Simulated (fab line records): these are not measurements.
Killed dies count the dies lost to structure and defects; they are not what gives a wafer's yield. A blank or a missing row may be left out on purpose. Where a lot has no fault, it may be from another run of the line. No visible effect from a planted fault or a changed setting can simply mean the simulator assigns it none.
fab line records    flow sfq-line
record lots=14  wafers=41  last-day=96
route steps=325 shown I6@278
lots with no fault: from the same line, run without faults
start-h: the number of hours between the record's first day and the start of the first shown wafer of the lot    wait-h: hours from the lot's prior step to this one    " unchanged from the row above    L1.1+2: a row that stands for several wafers    - value missing, or start not given    * or withheld: withheld    < > ~ a bound
route shown NAME@n: names a module that has steps shown in the file, with the first one's number in the route    usual: the fault-free wafers' mean and standard deviation    same: alike in all rows    chamber/n: place in a boat    sites: each site's reading    _std_site: standard deviation of those values    _edge_site: inner sites' mean taken away from outer sites' mean    radius-mm: how far each site lies from the wafer's centre    mask NAME#n: copy n    behind: the last tool/chamber to shape the wafer    hold: reason for holding the lot/hours on hold/outcome of the hold    device: transistor that didn't switch, given as n, p or np    end of line: tests of these same wafers at the route's end    a step given without rows: its recipe and nothing more    killed: dies that structure and defects cost at the first sort, which is not the same as the wafer's yield    map: the dies of a wafer, with x for killed, . for not killed, _ for no die there
set.NAME: setting as actually run; set.NAME@STEP: the setting as run at that earlier step    model.NAME: the simulator's own value behind a step, which no gauge read
route steps across a sampled set of lots; one table per step, one row per wafer
services: the hour from which a tool's chamber was out of use, counted from the record's first day as start-h (under 0 if before that day), plus the number of hours and why
## steps
# step SFQ_TRILAYER_I6_VIA_ETCH_VIA_ETCH_172
# recipe target=SiO2  stop-on=Nb  mask-material=PR  taper-deg=20  chemistry=CHF3  target-depth-nm=260  source-w=500  bias-w=80  pressure-mtorr=30  time-s=withheld
# usual bias-w=79.99/0.25  drypump-motor-current-A=6.0/0.38  oes-product-au=0.854/0.0051  rf-fwd-power-W=498.2/1.5
lot.wafer  tool         chamber  start-h  wait-h  bias-w  drypump-motor-current-A  oes-product-au  rf-fwd-power-W
L208.1     rie-diel-04  3        1824.57  0.0     79.64   5.6                      0.846           496.6
L208.5     "            0        "        "       80.04   6.0                      0.857           499.2
L208.6     "            3        "        "       79.83   5.6                      0.865           495.2
L210.2     rie-diel-04  1        1859.89  0.0     79.89   5.3                      0.853           497.2
L210.3     "            0        "        "       80.44   6.0                      0.851           496.5
L210.4     "            3        "        "       80.13   5.6                      0.851           498.4
L211.1     rie-diel-02  3        1863.49  0.0     79.99   6.4                      0.852           499.0
L211.2     "            2        "        "       80.06   6.3                      0.851           499.7
L211.5     "            1        "        "       79.97   5.7                      0.858           498.7
L213.1     rie-diel-04  2        1879.09  0.0     80.29   6.2                      0.861           499.6
L213.4     "            3        "        "       79.94   5.6                      0.860           495.9
L213.6     "            2        "        "       79.70   6.2                      0.855           499.2
L215.1     rie-diel-03  0        1899.49  0.0     80.10   6.4                      0.848           497.7
L215.5     "            0        "        "       80.16   6.4                      0.859           496.2
L215.6     "            3        "        "       79.61   6.2                      0.854           497.5
L219.3     rie-diel-04  1        1912.37  0.0     84.21   5.3                      0.857           497.1
L219.4     "            2        "        "       84.39   6.2                      0.855           499.4
L221.1     rie-diel-04  0        1932.61  0.0     84.29   6.0                      0.845           497.2
L221.2     "            3        "        "       84.65   5.6                      0.863           500.7
L221.4     "            1        "        "       84.64   5.3                      0.854           499.3
L223.1     rie-diel-03  0        1944.39  0.0     80.41   6.4                      0.857           497.8
L223.4     "            3        "        "       80.38   6.2                      0.860           496.8
L223.5     "            1        "        "       80.58   5.4                      0.858           502.0
L225.1     rie-diel-03  1        1959.99  0.0     79.82   5.5                      0.850           498.7
L225.2     "            3        "        "       80.09   6.2                      0.859           498.0
L225.6     "            1        "        "       79.69   5.5                      0.855           499.1
L226.1     rie-diel-02  3        1976.41  0.0     79.99   6.4                      0.856           498.3
L226.2     "            2        "        "       80.12   6.2                      0.851           495.6
L226.6     "            0        "        "       80.22   6.1                      0.853           498.3
L227.1     rie-diel-02  3        1995.53  0.0     79.88   6.4                      0.866           498.7
L227.3     "            1        "        "       79.59   5.7                      0.863           498.7
L227.6     "            1        "        "       79.61   5.7                      0.858           498.2
L228.3     rie-diel-02  3        2001.53  0.0     80.11   6.4                      0.855           499.1
L228.5     "            2        "        "       80.17   6.3                      0.850           496.0
L228.6     "            3        "        "       80.47   6.3                      0.839           497.7
L229.2     rie-diel-02  1        2093.67  0.0     80.34   5.7                      0.848           499.1
L229.4     "            3        "        "       80.45   6.4                      0.851           494.9
L229.6     "            3        "        "       79.78   6.4                      0.861           497.4
L230.4     rie-diel-03  0        2114.19  0.0     79.71   6.4                      0.852           496.4
L230.5     "            2        "        "       79.95   6.5                      0.846           495.2
L230.6     "            1        "        "       79.94   5.4                      0.851           497.4
## services
tool         chamber  start-h  hours  kind
rie-diel-02  0        1801.58  7.9    repair
rie-diel-03  -        1832.42  0.4    repair
rie-diel-02  2        1838.16  2.4    repair
rie-diel-03  1        1842.24  1.8    repair
rie-diel-04  2        1852.67  -      clean
rie-diel-04  2        1852.67  17.1   scheduled-down
rie-diel-03  1        1863.77  3.5    repair
rie-diel-04  0        1869.19  2.8    repair
rie-diel-03  2        1871.99  2.0    repair
rie-diel-02  0        1924.44  11.1   repair
rie-diel-03  0        1941.48  1.9    repair
rie-diel-02  3        1942.30  -      clean
rie-diel-02  3        1942.30  27.9   scheduled-down
rie-diel-02  3        1942.30  27.9   vent-cycle
rie-diel-03  2        1956.04  7.9    repair
rie-diel-03  3        1991.80  4.3    repair
rie-diel-02  -        2000.79  0.2    repair
rie-diel-03  2        2015.06  11.5   repair
rie-diel-04  3        2016.60  1.9    repair
rie-diel-03  1        2046.65  9.8    repair
rie-diel-03  3        2059.87  3.9    repair
rie-diel-04  1        2069.95  2.8    repair
rie-diel-04  3        2085.07  5.4    repair
rie-diel-04  1        2088.25  8.2    repair
## key
first-sign step=SFQ_TRILAYER_I6_VIA_ETCH_VIA_ETCH_172  reading=bias-w  direction=up  sigmas=18  usual=79.99  struck=84.44
effect none on later readings
met-at SFQ_TRILAYER_I6_VIA_ETCH_VIA_ETCH_172
struck-lots L219,L221
onset-between 1879.09 1912.37
fault kind=process-parameter-drift  tool=rie-diel-04  chamber=-  onset-h=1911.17  steps=SFQ_TRILAYER_I6_VIA_ETCH_VIA_ETCH_172  channel=bias-w  offset=4.4185  shape=step  end-h=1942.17  acts-in=these-recipes-only  stated=80
